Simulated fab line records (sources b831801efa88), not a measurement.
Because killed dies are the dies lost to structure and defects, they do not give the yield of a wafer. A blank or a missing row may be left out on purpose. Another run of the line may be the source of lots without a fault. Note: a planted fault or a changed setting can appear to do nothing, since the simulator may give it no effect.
Split-lot experiment / flow sky130 / on a route of 708 steps: 5 lots, 23 wafers read

== ON THE SPLIT ==
At SKY_METAL1_ETCH_18 (etches BARC in N2/H2, stops on SiO2, time 45.9 s, target depth 60 nm), the setting time_s was moved away from the recipe's 45.9 s on 11 of the 23 wafers read, by -14.9% to +9.9%. This setting was run at the recipe's value on the other wafers.

The reading comes from the split's own step.

== THE READING ==
oes_product_au, in a.u., at SKY_METAL1_ETCH_18 (etches BARC in N2/H2, stops on SiO2, time 45.9 s, target depth 60 nm). Typical for fault-free wafers on this fab line: 0.855 a.u., with standard deviation 0.004 a.u.

wafer=L074.1; tool, chamber at the split=rie_metal-02, 1; time_s as run, s=50.46; against the recipe=+9.9%; oes_product_au, a.u.=0.838; against lot-mates on the recipe=-0.019
wafer=L074.2; tool, chamber at the split=rie_metal-02, 0; time_s as run, s=45.9; against the recipe=recipe; oes_product_au, a.u.=0.856; against lot-mates on the recipe=-
wafer=L074.3; tool, chamber at the split=rie_metal-02, 1; time_s as run, s=50.46; against the recipe=+9.9%; oes_product_au, a.u.=0.845; against lot-mates on the recipe=-0.012
wafer=L074.5; tool, chamber at the split=rie_metal-02, 0; time_s as run, s=45.9; against the recipe=recipe; oes_product_au, a.u.=0.857; against lot-mates on the recipe=-
wafer=L074.6; tool, chamber at the split=rie_metal-02, 1; time_s as run, s=50.46; against the recipe=+9.9%; oes_product_au, a.u.=0.837; against lot-mates on the recipe=-0.020
wafer=L075.1; tool, chamber at the split=rie_metal-02, 1; time_s as run, s=39.36; against the recipe=-14.2%; oes_product_au, a.u.=0.935; against lot-mates on the recipe=+0.085
wafer=L075.3; tool, chamber at the split=rie_metal-02, 1; time_s as run, s=39.36; against the recipe=-14.2%; oes_product_au, a.u.=0.933; against lot-mates on the recipe=+0.083
wafer=L075.4; tool, chamber at the split=rie_metal-02, 0; time_s as run, s=45.9; against the recipe=recipe; oes_product_au, a.u.=0.853; against lot-mates on the recipe=-
wafer=L075.5; tool, chamber at the split=rie_metal-02, 0; time_s as run, s=45.9; against the recipe=recipe; oes_product_au, a.u.=0.848; against lot-mates on the recipe=-
wafer=L075.6; tool, chamber at the split=rie_metal-02, 1; time_s as run, s=39.36; against the recipe=-14.2%; oes_product_au, a.u.=0.931; against lot-mates on the recipe=+0.081
wafer=L076.1; tool, chamber at the split=rie_metal-03, 1; time_s as run, s=45.9; against the recipe=recipe; oes_product_au, a.u.=0.851; against lot-mates on the recipe=-
wafer=L076.2; tool, chamber at the split=rie_metal-03, 0; time_s as run, s=45.9; against the recipe=recipe; oes_product_au, a.u.=0.859; against lot-mates on the recipe=-
wafer=L076.5; tool, chamber at the split=rie_metal-03, 1; time_s as run, s=45.9; against the recipe=recipe; oes_product_au, a.u.=0.851; against lot-mates on the recipe=-
wafer=L083.1; tool, chamber at the split=rie_metal-04, 0; time_s as run, s=45.9; against the recipe=recipe; oes_product_au, a.u.=0.850; against lot-mates on the recipe=-
wafer=L083.2; tool, chamber at the split=rie_metal-04, 0; time_s as run, s=45.9; against the recipe=recipe; oes_product_au, a.u.=0.852; against lot-mates on the recipe=-
wafer=L083.3; tool, chamber at the split=rie_metal-04, 0; time_s as run, s=42.41; against the recipe=-7.6%; oes_product_au, a.u.=0.896; against lot-mates on the recipe=+0.045
wafer=L083.4; tool, chamber at the split=rie_metal-04, 0; time_s as run, s=42.41; against the recipe=-7.6%; oes_product_au, a.u.=0.898; against lot-mates on the recipe=+0.047
wafer=L083.5; tool, chamber at the split=rie_metal-04, 0; time_s as run, s=42.41; against the recipe=-7.6%; oes_product_au, a.u.=0.901; against lot-mates on the recipe=+0.050
wafer=L085.1; tool, chamber at the split=rie_metal-04, 1; time_s as run, s=39.04; against the recipe=-14.9%; oes_product_au, a.u.=0.943; against lot-mates on the recipe=+0.086
wafer=L085.2; tool, chamber at the split=rie_metal-04, 0; time_s as run, s=39.04; against the recipe=-14.9%; oes_product_au, a.u.=0.941; against lot-mates on the recipe=+0.084
wafer=L085.3; tool, chamber at the split=rie_metal-04, 1; time_s as run, s=45.9; against the recipe=recipe; oes_product_au, a.u.=0.861; against lot-mates on the recipe=-
wafer=L085.4; tool, chamber at the split=rie_metal-04, 0; time_s as run, s=45.9; against the recipe=recipe; oes_product_au, a.u.=0.857; against lot-mates on the recipe=-
wafer=L085.6; tool, chamber at the split=rie_metal-04, 0; time_s as run, s=45.9; against the recipe=recipe; oes_product_au, a.u.=0.853; against lot-mates on the recipe=-

FIT RESULTS
A straight line over all 23 wafers: oes_product_au changes by -0.00448 a.u. for each +1% of time_s; r = -0.95; the points scatter about the line by 0.012 a.u.
The same after taking each lot's own level away (the mean of its wafers on the recipe; 23 wafers): -0.00462 a.u. for each +1%; r = -0.96; scatter 0.011 a.u.
On that fit, the largest move of time_s shifts the reading by 0.069 a.u.
The span of the lots' own levels, 0.8505 to 0.8570 a.u., comes to 1.6 times the standard deviation stated above.
The two slopes are in agreement: the lot-to-lot level therefore moves the slope only a little.
Check: +0.0766 a.u. against its lot-mates is what the line predicts for one of the wafers moved furthest among these (-14.9%) when that wafer is left out of the fit. It came out at +0.086 a.u. against them.
Tool readings at the split's step, against how far the setting was moved: oes_product_au r = -0.95.

== THE OTHER SPLITS THESE WAFERS WENT THROUGH ==
Note: prior to the reading, these wafers also went through further splits. Each is held against what the fit with the lots' levels taken away leaves over:
other split on the same wafers=SKY_LOCAL_INTERCONNECT_ETCH_13 ion_energy_ev; wafers away from the commonest value=6; r with oes_product_au (lot level and that fit taken away)=-0.36
other split on the same wafers=SKY_CONTACT_HDPCVD_02 time_s; wafers away from the commonest value=11; r with oes_product_au (lot level and that fit taken away)=-0.17

== THE WHOLE CHAIN: every reading that the file lists as answering this split, in the file's order ==
step=SKY_METAL1_ETCH_18; what it does=etches BARC in N2/H2, stops on SiO2, time 45.9 s, target depth 60 nm; reading=oes_product_au; change (the file's fit)=-0.00508 a.u. for each +1% of the setting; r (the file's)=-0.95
step=SKY_METAL1_ETCH_18; what it does=etches BARC in N2/H2, stops on SiO2, time 45.9 s, target depth 60 nm; reading=KrF-thick_of_METAL1_COAT_10.thk_nm (the simulator's own value, which no gauge read); change (the file's fit)=-0.422 nm for each +1% of the setting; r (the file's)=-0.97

== FILE'S OWN FIT ==
oes_product_au changes by -0.00508 a.u. for each +1% of time_s, r = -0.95.
